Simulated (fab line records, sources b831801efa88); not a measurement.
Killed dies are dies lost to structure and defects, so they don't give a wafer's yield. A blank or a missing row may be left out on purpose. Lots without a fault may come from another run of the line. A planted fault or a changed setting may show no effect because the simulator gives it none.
A struck lot beside a sound one | flow sky130 | 14 steps out of a route of 708
Sound: wafers L263.1, L263.2, L263.4. Struck: wafers L259.1, L259.2, L259.3. The cause comes at the end.
At each step with rows: each side's tool, then ch and its chambers, then its first start. Under that, the readings that differ: sound wafers | struck wafers | difference of the means | sigmas: that difference in standard deviations of wafers without a fault.
alike: readings whose means differ by less than 2 such deviations, and words and numbers that are the same on both sides. not compared: withheld readings, readings that some wafer has no value for, bounds like >300 that may hide the same value, and numbers for which the record gives no deviation and whose values overlap.
The two part at a step that has a row with sigmas, a row that says differs or no value, or rows on one side only. Numbers that don't overlap but have no deviation are shown without sigmas and don't part them. A reading that every wafer of one side lacks parts them only if that side has two wafers or more.

SKY_SD_N_RS_MEAS_18: measures by four-point-probe.
  sound on film_metro-02, day 30 12:02; struck on film_metro-04, day 29 02:01
  alike: RES_XHIGH_RS
then, 2 steps without rows for these wafers: SKY_SALICIDE_CLEAN_00 (cleans in HF-last, time 30 s); SKY_LI_CONTACT_HDPCVD_00 (deposits PSG, target thk 930 nm, time 155 s).
SKY_LI_CONTACT_THK_MEAS_01:
  sound on film_metro-01, day 30 12:17; struck on film_metro-01, day 29 02:15
  alike: LI_CONTACT_HDPCVD_THK
SKY_LI_CONTACT_CMP_02: polishes PSG.
  sound on cmp-02 ch 0,1,2, day 30 12:20; struck on cmp-02 ch 0,2,3, day 29 02:19
  reading                | sound          | struck         | difference | sigmas
  time_to_endpoint_s (s) | 33.2 31.9 34.0 | 37.5 37.9 37.3 | +4.5       | +2
  alike: motor_current_A
SKY_LI_CONTACT_BOW_MEAS_03:
  sound on film_metro-02, day 30 12:38; struck on film_metro-01, day 29 02:37
  alike: LI_CONTACT_BOW
then, 6 steps without rows for these wafers: SKY_LI_CONTACT_DEHYDRATE_04 (time 60 s); SKY_LI_CONTACT_HMDS_05 (prime time 60 s); SKY_LI_CONTACT_COAT_06 (resist thk 60 nm); SKY_LI_CONTACT_COAT_07 (resist thk 450 nm); SKY_LI_CONTACT_SOFTBAKE_08 (time 90 s); SKY_LI_CONTACT_EXPOSE_09 (exposes mask LICM1, target cd 170 nm).
SKY_LI_CONTACT_PEB_10:
  sound on litho_track-02 ch 0, day 31 16:00; struck on litho_track-01, day 30 06:00
  reading         | sound          | struck | difference                    | sigmas
  exhaust_pa (Pa) | 44.7 45.0 44.0 | - - -  | no value on the struck wafers |
  not compared: chill_plate_temp_C
then, 1 step without rows for these wafers: SKY_LI_CONTACT_DEVELOP_11 (develop time 60 s).

WHERE THEY PART
First at SKY_LI_CONTACT_CMP_02; last, within this record, at SKY_LI_CONTACT_PEB_10.

WHY: what the simulator had put in
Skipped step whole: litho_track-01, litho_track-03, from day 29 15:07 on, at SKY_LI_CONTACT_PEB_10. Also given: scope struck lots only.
